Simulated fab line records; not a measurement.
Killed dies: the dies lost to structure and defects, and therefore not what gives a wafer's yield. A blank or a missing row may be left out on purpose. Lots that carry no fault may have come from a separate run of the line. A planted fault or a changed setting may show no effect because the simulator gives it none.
Which tool is to blame?	flow sky130	10 lots with 30 wafers sampled at 5 steps, on a route of 708 steps

== WHAT THE GAUGES READ, wafer by wafer ==
SKY_SD_N_CD_MEAS_07: target cd 380 nm.
lot	measured	on	cd_nm (nm)
L445	day 28 09:03	cd_sem-01	381.7 379.5 377.3
L446	day 28 14:23	cd_sem-02	380.8 380.5 382.7
L449	day 29 19:03	cd_sem-02	379.0 382.9 379.2
L451	day 30 16:01	cd_sem-02	375.9 374.9 375.5
L456	day 31 21:58	cd_sem-01	383.2 379.4 382.6
L459	day 32 22:46	cd_sem-01	382.7 383.1 385.7
L463	day 34 07:58	cd_sem-02	385.7 384.2 383.1
L465	day 34 21:10	cd_sem-02	380.3 379.5 381.3
L466	day 35 02:02	cd_sem-02	377.9 379.2 380.6
L467	day 36 01:47	cd_sem-02	380.7 380.5 382.5

== EACH LOT AND THE TOOL THAT RAN IT (in order: tool; ch and the chambers of the sampled wafers; start) ==
lot	SKY_LDD_HVN_STRIP_09	SKY_POLY_CUT_ETCH_10	SKY_POLY_CUT_ETCH_11	SKY_POLY_CUT_STRIP_12
L445	plasma_asher-03 ch 0,1, day 20 19:16	rie_diel-01 ch 0,2,3, day 24 17:47	rie_diel-01 ch 0,2,3, day 24 17:50	plasma_asher-01 ch 0,1, day 24 17:52
L446	plasma_asher-01 ch 0,1, day 21 01:07	rie_diel-04 ch 1,2, day 24 22:50	rie_diel-04 ch 1,2, day 24 22:53	plasma_asher-01 ch 0,1, day 24 22:55
L449	plasma_asher-02 ch 0,1, day 22 09:49	rie_diel-01 ch 1,3, day 26 06:06	rie_diel-01 ch 1,3, day 26 06:08	plasma_asher-01 ch 0, day 26 06:11
L451	plasma_asher-01 ch 0,1, day 23 06:30	rie_diel-04 ch 1,3, day 27 02:02	rie_diel-04 ch 1,3, day 27 02:05	plasma_asher-04 ch 0,1, day 27 02:10
L456	plasma_asher-02 ch 0,1, day 24 19:06	rie_diel-02 ch 0,1,2, day 28 12:38	rie_diel-02 ch 0,1,2, day 28 12:41	plasma_asher-01 ch 0,1, day 28 12:46
L459	plasma_asher-01 ch 0,1, day 25 20:21	rie_diel-02 ch 0,2, day 29 12:32	rie_diel-02 ch 0,2, day 29 12:35	plasma_asher-04 ch 0,1, day 29 12:40
L463	plasma_asher-01 ch 0,1, day 27 04:54	rie_diel-01 ch 0,1,3, day 30 22:41	rie_diel-01 ch 0,1,3, day 30 22:44	plasma_asher-04 ch 0,1, day 30 22:49
L465	plasma_asher-03 ch 0,1, day 28 00:06	rie_diel-04 ch 1,3, day 31 14:03	rie_diel-04 ch 1,3, day 31 14:05	plasma_asher-01 ch 0,1, day 31 14:10
L466	plasma_asher-03 ch 1, day 28 05:28	rie_diel-04 ch 0,1,2, day 31 19:05	rie_diel-04 ch 0,1,2, day 31 19:08	plasma_asher-01 ch 1, day 31 19:10
L467	plasma_asher-01 ch 0,1, day 29 03:28	rie_diel-02 ch 0,2,3, day 32 18:36	rie_diel-02 ch 0,2,3, day 32 18:38	plasma_asher-03 ch 0,1, day 32 18:41
- SKY_LDD_HVN_STRIP_09: strips in O2/N2.
- SKY_POLY_CUT_ETCH_10: etches BARC in N2/H2, stops on SiO2, time 45.9 s, target depth 60 nm.
- SKY_POLY_CUT_ETCH_11: etches Si3N4 in CF4/CH2F2/Ar, stops on poly-Si, time 42.5 s, target depth 60 nm.
- SKY_POLY_CUT_STRIP_12: strips in O2/N2.

== THE ANSWER, worked out from the rows above alone ==
Rule: usual is defined by the lots themselves. The widest of any qualifying gaps counts: lots, ordered by their means at a reading, are off when they make up no more than a third of the lots, leave a main group of 4 or more, and stand apart from it by 3 or more times the standard deviation of that group's means. The tables above print the reading to a certain number of digits; a main group whose means all agree to those digits is not used. Also off: a lot with no number at a reading for which 4 or more lots have one. Any other lot the step has rows for is counted as sound.
None of the lots is off at any reading shown; this tells nothing.

== WHAT HAD BEEN PUT IN BY THE SIMULATOR ==
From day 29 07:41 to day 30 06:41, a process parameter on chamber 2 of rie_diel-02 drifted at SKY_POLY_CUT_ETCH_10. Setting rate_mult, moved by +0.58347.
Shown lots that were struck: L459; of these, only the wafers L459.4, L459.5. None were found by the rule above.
